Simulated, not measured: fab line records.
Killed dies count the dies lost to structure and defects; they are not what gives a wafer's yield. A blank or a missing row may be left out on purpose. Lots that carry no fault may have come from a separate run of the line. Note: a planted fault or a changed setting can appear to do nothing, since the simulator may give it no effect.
Which tool did it? | flow gf180mcu | 33 wafers from 11 lots sampled at 6 of the route's 602 steps

WHAT EACH GAUGE READ, for each wafer
GF_V1_RS_MEAS_24: measurement is done with a four-point probe.
lot  | measured     | on            | V1_W_RS (ohm/sq)
L292 | day 17 21:28 | film-metro-03 | 0.336 0.329 0.338
L293 | day 18 14:13 | film-metro-01 | 0.330 0.329 0.331
L298 | day 21 21:09 | film-metro-01 | 0.330 0.330 0.244 0.330 0.331 0.244
L303 | day 23 03:41 | film-metro-01 | 0.332 0.243 0.335 0.332 0.243 0.335
L306 | day 24 01:14 | film-metro-02 | 0.328 0.328 0.330
L309 | day 24 10:44 | film-metro-01 | 0.330 0.328 0.330
L311 | day 25 01:28 | film-metro-01 | 0.319 0.320 0.320
L312 | day 25 04:35 | film-metro-02 | 0.324 0.327 0.323
L313 | day 25 18:20 | film-metro-03 | 0.329 0.332 0.330
L314 | day 25 22:19 | film-metro-01 | 0.343 0.339 0.337
L315 | day 26 16:18 | film-metro-02 | 0.330 0.330 0.330

GF_V1_THK_MEAS_25: measures by xrf.
lot  | measured     | on            | V1_W_THK (nm)
L292 | day 17 21:34 | film-metro-03 | 344 350 341
L293 | day 18 14:19 | film-metro-01 | 348 349 346
L298 | day 21 22:43 | film-metro-01 | 345 349 472 347 347 470
L303 | day 23 08:10 | film-metro-01 | 348 473 341 346 471 345
L306 | day 24 01:22 | film-metro-02 | 354 352 349
L309 | day 24 10:50 | film-metro-01 | 347 347 348
L311 | day 25 01:35 | film-metro-01 | 359 358 355
L312 | day 25 04:42 | film-metro-02 | 353 351 353
L313 | day 25 18:26 | film-metro-03 | 352 348 351
L314 | day 25 22:26 | film-metro-01 | 336 340 341
L315 | day 26 16:25 | film-metro-02 | 351 347 348

GF_V3_OVL_MEAS_15.
lot  | measured     | on         | V3_OVL (nm)
L292 | day 22 01:25 | overlay-01 | -4 -6 -5
L293 | day 22 19:08 | overlay-01 | 6 7 0
L298 | day 25 19:59 | overlay-02 | -1 -3 -2
L303 | day 27 00:02 | overlay-01 | 0 4 7
L306 | day 27 19:40 | overlay-02 | 7 3 7
L309 | day 28 01:43 | overlay-02 | -9 -1 -11
L311 | day 28 16:24 | overlay-01 | 3 -7 -1
L312 | day 28 18:38 | overlay-01 | -1 -1 -1
L313 | day 29 07:35 | overlay-02 | -3 -1 -9
L314 | day 29 11:19 | overlay-01 | -1 1 5
L315 | day 30 02:36 | overlay-01 | 5 1 5

TOOL THAT RAN EACH LOT (tool first, then ch and the chambers of the sampled wafers, then the start)
lot  | GF_V1_CVD_23                  | GF_V1_CMP_26                  | GF_V2_SPUTTER_21
L292 | cvd-w-01 ch 0,1, day 17 21:21 | cmp-02 ch 0,2, day 17 21:39   | pvd-sputter-04, day 19 22:46
L293 | cvd-w-02 ch 0,1, day 18 14:07 | cmp-02 ch 0,1, day 18 14:25   | pvd-sputter-04, day 20 17:43
L298 | cvd-w-01 ch 0,1, day 21 21:01 | cmp-02 ch 1,2,3, day 22 01:06 | pvd-sputter-04, day 23 22:26
L303 | cvd-w-01 ch 0,1, day 23 03:33 | cmp-01 ch 1,2,3, day 23 13:01 | pvd-sputter-01, day 25 03:07
L306 | cvd-w-02 ch 0,1, day 24 01:08 | cmp-01 ch 2,3, day 24 01:28   | pvd-sputter-04, day 26 00:31
L309 | cvd-w-02 ch 0, day 24 10:36   | cmp-01 ch 0,2,3, day 24 10:53 | pvd-sputter-03, day 26 07:46
L311 | cvd-w-02 ch 0,1, day 25 01:21 | cmp-02 ch 0,1,3, day 25 01:42 | pvd-sputter-03, day 26 22:31
L312 | cvd-w-02 ch 0,1, day 25 04:28 | cmp-01 ch 0,2, day 25 04:46   | pvd-sputter-01, day 27 01:28
L313 | cvd-w-02 ch 0,1, day 25 18:13 | cmp-02 ch 1,3, day 25 18:28   | pvd-sputter-04, day 27 13:36
L314 | cvd-w-01 ch 1, day 25 22:13   | cmp-02 ch 1,2,3, day 25 22:33 | pvd-sputter-03, day 27 18:14
L315 | cvd-w-02 ch 0,1, day 26 16:11 | cmp-02 ch 1,2,3, day 26 16:32 | pvd-sputter-01, day 28 10:10
- GF_V1_CVD_23: deposits W, target thk 350 nm, time 105.05 s.
- GF_V1_CMP_26: polishes, stops on SiO2, t overpolish 15 s, target thk 0 nm.
- GF_V2_SPUTTER_21: material Ti, target thk 15 nm, time 80.02 s.

AS READ BY THE TOOLS THEMSELVES (means over the sampled wafers that have a number; for cases with no such wafer, the mark the record gives instead)
GF_V1_CVD_23.
lot  | tool     | heater-power-w (W) | susceptor-temp-C (C)
L292 | cvd-w-01 | 891                | 400.13
L293 | cvd-w-02 | 891                | 400.08
L298 | cvd-w-01 | 872                | 399.92
L303 | cvd-w-01 | 913                | 399.75
L306 | cvd-w-02 | 888                | 400.26
L309 | cvd-w-02 | 903                | 400.30
L311 | cvd-w-02 | 895                | 399.90
L312 | cvd-w-02 | 889                | 400.21
L313 | cvd-w-02 | 889                | 400.05
L314 | cvd-w-01 | 930                | 400.15
L315 | cvd-w-02 | 878                | 400.25

GF_V1_CMP_26.
lot  | tool   | motor-current-A (A) | time-to-endpoint-s (s)
L292 | cmp-02 | 11.0                | 86
L293 | cmp-02 | 11.3                | 91
L298 | cmp-02 | 10.9                | 92
L303 | cmp-01 | 10.5                | 99
L306 | cmp-01 | 11.1                | 86
L309 | cmp-01 | 11.1                | 83
L311 | cmp-02 | 10.6                | 90
L312 | cmp-01 | 10.8                | 81
L313 | cmp-02 | 10.3                | 87
L314 | cmp-02 | 10.8                | 87
L315 | cmp-02 | 11.0                | 83

GF_V2_SPUTTER_21.
lot  | tool           | throttle-valve-pct (%)
L292 | pvd-sputter-04 | 30.2
L293 | pvd-sputter-04 | 29.1
L298 | pvd-sputter-04 | 30.8
L303 | pvd-sputter-01 | 28.4
L306 | pvd-sputter-04 | 30.0
L309 | pvd-sputter-03 | 30.4
L311 | pvd-sputter-03 | 30.6
L312 | pvd-sputter-01 | 28.1
L313 | pvd-sputter-04 | 30.2
L314 | pvd-sputter-03 | 30.7
L315 | pvd-sputter-01 | 29.2

THE ANSWER, worked out from the rows above alone
Rule: the usual values come from the lots themselves. The widest of any qualifying gaps counts: lots, ordered by their means at a reading, are off when they make up no more than a third of the lots, leave a main group of 4 or more, and stand apart from it by 3 or more times the standard deviation of that group's means. A main group is skipped when, at the precision printed for the reading in the tables above, its means are all equal. Also off: a lot with no number at a reading for which 4 or more lots have one. All remaining lots with rows at the step are treated as sound. First the gauges in route order, then the tools' own readings, where a lot's mean is used as printed above. At the first step where some lot is off, the reading lying furthest off is the one used; lots without a number count as furthest.
Off: at GF_V1_RS_MEAS_24 (V1_W_RS), L298, L303. For the main group the mean is 0.330 ohm/sq and the standard deviation 0.0053.
If a tool, at a process step before that reading, ran all the lots that are off and no sound lot after the first of them, it fits. Those tools and the gauges at GF_V1_RS_MEAS_24 are tried in the same way. Of those tried, none fits.

WHAT THE SIMULATOR HAD INSERTED
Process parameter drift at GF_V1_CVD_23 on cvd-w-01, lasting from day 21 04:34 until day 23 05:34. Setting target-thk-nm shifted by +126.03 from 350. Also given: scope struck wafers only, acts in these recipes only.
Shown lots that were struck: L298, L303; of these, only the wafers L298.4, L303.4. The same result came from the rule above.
